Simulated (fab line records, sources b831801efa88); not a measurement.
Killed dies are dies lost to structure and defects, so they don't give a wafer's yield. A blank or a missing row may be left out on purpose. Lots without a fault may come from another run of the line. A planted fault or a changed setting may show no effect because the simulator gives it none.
Chamber matching | flow gf180mcu | GF_V2_CMP_04 on cmp-01: 4 sister chambers
The step polishes SiO2. 14 wafers are shown with their chamber, then 7 later ones without.

WAFERS WITH THEIR CHAMBER
wafer  | chamber | motor_current_A (A) | slurry_filter_dp_kPa (kPa) | time_to_endpoint_s (s)
L237.2 | 2       | 12.0                | 13.54                      | 81
L237.4 | 0       | 10.6                | 13.43                      | 88
L237.5 | 2       | 12.3                | 13.62                      | 87
L239.1 | 2       | 12.8                | 13.38                      | 85
L239.4 | 0       | 11.0                | 13.56                      | 90
L239.5 | 0       | 10.3                | 13.44                      | 90
L240.1 | 2       | 12.6                | 13.35                      | 82
L240.2 | 3       | 14.2                | 13.51                      | 86
L240.3 | 0       | 10.1                | 13.35                      | 84
L241.1 | 0       | 10.5                | 13.47                      | 87
L241.4 | 1       | 11.6                | 13.38                      | 87
L241.6 | 1       | 11.6                | 13.41                      | 93
L245.3 | 1       | 11.3                | 13.52                      | 75
L245.4 | 3       | 13.5                | 13.56                      | 79

SIGNATURES (means of the wafers above)
reading              | chamber 0 | chamber 1 | chamber 2 | chamber 3 | scatter within a chamber
motor_current_A      | 10.500    | 11.500    | 12.425    | 13.850    | 0.337
slurry_filter_dp_kPa | 13.4500   | 13.4367   | 13.4725   | 13.5350   | 0.0922
time_to_endpoint_s   | 87.80     | 85.00     | 83.75     | 82.50     | 4.9
Rule: a wafer's distance from a chamber is the root of the sum, over the readings, of the square of ((its reading less the chamber's mean) divided by the reading's scatter). The wafer belongs to the nearest chamber; if the next one is less than 2 further off, it can't be placed. The scatter: the root of (the sum of the squares of (reading less its chamber's mean) over the shown wafers, divided by (wafers less chambers)).

WAFERS WITHOUT THEIR CHAMBER
wafer  | motor_current_A (A) | slurry_filter_dp_kPa (kPa) | time_to_endpoint_s (s)
L245.5 | 12.9                | 13.38                      | 79
L248.3 | 14.1                | 13.47                      | 77
L248.4 | 10.0                | 13.58                      | 85
L248.6 | 12.2                | 13.52                      | 90
L258.2 | 12.5                | 13.46                      | 79
L258.5 | 14.7                | 13.52                      | 84
L258.6 | 13.0                | 13.40                      | 83

WHICH CHAMBER EACH WENT THROUGH
wafer  | from the rows above     | in truth
L245.5 | can't be placed: 2 or 3 | 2
L248.3 | 3                       | 3
L248.4 | 0                       | 0
L248.6 | can't be placed: 2 or 1 | 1
L258.2 | 2                       | 2
L258.5 | 3                       | 3
L258.6 | can't be placed: 2 or 3 | 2
Placed correctly: 4 of 7. Can't be placed from these rows: 3 (the true chamber is among the candidates in 3). Placed wrongly: 0.
